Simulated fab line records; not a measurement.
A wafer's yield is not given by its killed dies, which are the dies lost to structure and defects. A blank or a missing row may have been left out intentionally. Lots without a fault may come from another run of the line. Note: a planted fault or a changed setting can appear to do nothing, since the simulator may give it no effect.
The same fault as seen by 2 desks || flow gf180mcu || what lay behind the numbers comes last; until then each desk has only its own

AT THE TOOL OWNER'S DESK: lpcvd-02
The tool's own readings at GF_HV_LDD_CVD_56 (deposits Si3N4 from DCS/NH3, target thk 90 nm, time 1543 s): means of the sampled wafers that have a number, for each lot that ran on this tool. The brackets show how far a lot's mean lies from the usual mean; more than 4 standard deviations puts the lot out of limits, marked OUT.
Columns: A = spike tc bottom C at GF_HV_LDD_CVD_56, usual 787.8 C
{"lot": "L578", "first seen here": "day 12 13:35", "A": 788.5}
{"lot": "L583", "first seen here": "day 14 09:26", "A": 788.6}
{"lot": "L584", "first seen here": "day 14 18:36", "A": 789.3}
{"lot": "L587", "first seen here": "day 16 06:44", "A": 791.7}
{"lot": "L591", "first seen here": "day 17 07:14", "A": 791.9}
{"lot": "L595", "first seen here": "day 18 15:50", "A": 787.6}
{"lot": "L597", "first seen here": "day 19 03:32", "A": 788.6}
Result from this desk: across the 7 lots, nothing is out of limits.

AT THE METROLOGY DESK
Means of the sampled wafers that have a number, per lot and without regard to the tool the lot ran on: this is what the gauges read. The brackets show how far a lot's mean lies from the usual mean; more than 4 standard deviations puts the lot out of limits, marked OUT.
Columns: A = NWELL_RS at GF_VT_IMPLANT_RS_MEAS_47, usual 487.4 ohm/sq; B = HV_LDD_CVD_56_THK at GF_HV_LDD_THK_MEAS_57, usual 90.0 nm
{"lot": "L578", "first seen here": "day 7 18:26", "A": 489.4, "B": 88.9}
{"lot": "L580", "first seen here": "day 8 09:14", "A": 486.2, "B": 90.0}
{"lot": "L582", "first seen here": "day 8 21:01", "A": 488.2, "B": 89.7}
{"lot": "L583", "first seen here": "day 9 03:58", "A": 487.2, "B": 89.6}
{"lot": "L584", "first seen here": "day 9 12:44", "A": 485.9, "B": 90.2}
{"lot": "L585", "first seen here": "day 9 21:38", "A": 488.0, "B": 90.9}
{"lot": "L587", "first seen here": "day 10 18:04", "A": 488.3, "B": 91.2}
{"lot": "L591", "first seen here": "day 11 15:22", "A": 486.4, "B": 89.3}
{"lot": "L595", "first seen here": "day 12 18:52", "A": 487.1, "B": "107.9 (+20) OUT"}
{"lot": "L597", "first seen here": "day 13 02:35", "A": 489.6, "B": "106.5 (+19) OUT"}
{"lot": "L598", "first seen here": "day 13 18:58", "A": 485.9, "B": 91.8}
{"lot": "L599", "first seen here": "day 13 19:58", "A": 487.0, "B": 90.7}
This desk's result: L595, L597 out of limits, first on L595 (HV_LDD_CVD_56_THK at GF_HV_LDD_THK_MEAS_57), day 18 17:16. In limits: L578, L580, L582, L583, L584, L585, L587, L591, L598, L599.

ALL TOGETHER
Metrology desk: alarm possible at day 18 17:16 on L595, L597.
The desk of the tool owner found nothing out of limits.
The tool owner's desk has L595, L597 on record, within its limits.
The lots listed all ran GF_HV_LDD_CVD_56 on lpcvd-02.

WHAT THE SIMULATOR HAD PUT IN
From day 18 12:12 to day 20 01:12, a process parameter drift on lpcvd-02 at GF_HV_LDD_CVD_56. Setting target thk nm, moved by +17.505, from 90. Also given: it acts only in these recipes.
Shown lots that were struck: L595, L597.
Hours from the fault's start to each desk's first reading out of limits: the metrology desk, 5.
